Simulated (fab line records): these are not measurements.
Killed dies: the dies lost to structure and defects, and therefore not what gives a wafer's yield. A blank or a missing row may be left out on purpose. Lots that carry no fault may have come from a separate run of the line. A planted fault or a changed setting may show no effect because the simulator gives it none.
Comparing a struck lot with a sound one / flow sfq-line / 13 out of 325 route steps
Sound: the wafers L822.2, L822.3, L822.4. The struck wafers were L835.3, L835.5, L835.6. The cause is given at the end.
For every step that has rows: the tool of each side, followed by ch and its chambers, followed by its first start. Under that, the readings that differ: sound wafers / struck wafers / difference of the means / sigmas: that difference in standard deviations of wafers without a fault.
alike: a reading whose means differ by less than 2 such deviations, as well as words and numbers matching on both sides. not compared: withheld readings; readings where some wafer has no value; bounds like >300 that might hide an equal value; numbers whose values overlap and for which the record gives no deviation.
A row with sigmas, a row that says differs or no value, or rows on one side alone: a step with any of these is where the two part. Numbers that have no deviation but don't overlap get no sigmas and don't part them. A reading missing from all wafers of one side parts the sides only when that side holds two or more wafers.

first, 1 step without rows for these wafers: SFQ_TRILAYER_M4_DEP_PRE_CLEAN_092 (time 22.5 s).
SFQ_TRILAYER_M4_DEP_SPUTTER_091: material Nb, target thk 200 nm, time 133.3 s.
  sound on pvd-sputter-03 at day 44 02:23; struck on pvd-sputter-03 at day 54 08:29
  alike: resputter-cathode-voltage-v, substrate-temp-c, throttle-valve-pct
SFQ_M4_RS_MEAS_924: uses a four-point probe to measure.
  sound on film-metro-04 at day 44 02:29; struck on film-metro-04 at day 54 08:37
  alike: M4_NB_RS
then, 6 steps without rows for these wafers: SFQ_TRILAYER_M4_LITHO_COAT_098 (resist thk 62 nm); SFQ_TRILAYER_M4_LITHO_COAT_093 (resist thk 600 nm); SFQ_TRILAYER_M4_LITHO_SOFTBAKE_097; SFQ_TRILAYER_M4_LITHO_EXPOSE_094 (exposes mask M4, target cd 500 nm); SFQ_TRILAYER_M4_LITHO_PEB_096 (peb time 60 s); SFQ_TRILAYER_M4_LITHO_DEVELOP_095 (time 60 s).
-- the record jumps here: 6 days lie between the struck wafers' starts before and after --
SFQ_M4_OVL_MEAS_926:
  sound on overlay-02 at day 44 08:29; struck on overlay-02 at day 60 00:29
  alike: M4_OVL
SFQ_TRILAYER_M4_BARC_OPEN_METAL_ETCH_123: etches BARC in O2, target depth 125 nm, time 41.7 s.
  sound on rie-metal-04 ch 0,1, day 44 08:31; struck on rie-metal-03 ch 1, day 60 00:34
  alike: drypump-motor-current-A, oes-product-au, rf-fwd-power-W
  not compared: rf-hours-counter-h
SFQ_TRILAYER_M4_ETCH_METAL_ETCH_096: etches Nb in Cl2/Ar, stops on SiO2, target depth 240 nm, time 120 s.
  sound on rie-metal-04 ch 0,1, day 44 08:35; struck on rie-metal-03 ch 1, day 60 00:47
reading=rf-fwd-power-W (W); sound=596.9 594.0 596.6; struck=690.9 692.9 690.5; difference=+95.6; sigmas=+53
reading=model.KrF_of_TRILAYER_M4_LITHO_COAT_093.thk-nm (nm); sound=386.1 384.9 383.7; struck=364 359.9 363.8; difference=-22; sigmas=
reading=model.M4.feature-depth-nm (nm); sound=202.8 200.9 201.8; struck=204.5 204.4 203.4; difference=+2.3; sigmas=
reading=model.SiO2_of_TRILAYER_I3_DEP_PECVD_081.thk-nm (nm); sound=192.5 191.2 190.9; struck=187.3 187.8 187.1; difference=-4.1; sigmas=
  alike: drypump-motor-current-A, oes-product-au
  not compared: rf-hours-counter-h
SFQ_TRILAYER_M4_STRIP_STRIP_097: strips in O2.
  sound on rie-metal-04 ch 0,1, day 44 08:43; struck on rie-metal-03 ch 1, day 60 01:32
  alike: drypump-motor-current-A, oes-product-au
  not compared: rf-hours-counter-h

## WHERE THEY PART
Within this record, at SFQ_TRILAYER_M4_ETCH_METAL_ETCH_096 only. Later steps at which nothing parts them and some readings are alike: SFQ_TRILAYER_M4_STRIP_STRIP_097.

WHY: whatever the simulator had introduced
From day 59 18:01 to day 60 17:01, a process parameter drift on rie-metal-03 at SFQ_TRILAYER_M4_ETCH_METAL_ETCH_096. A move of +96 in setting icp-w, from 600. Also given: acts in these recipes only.
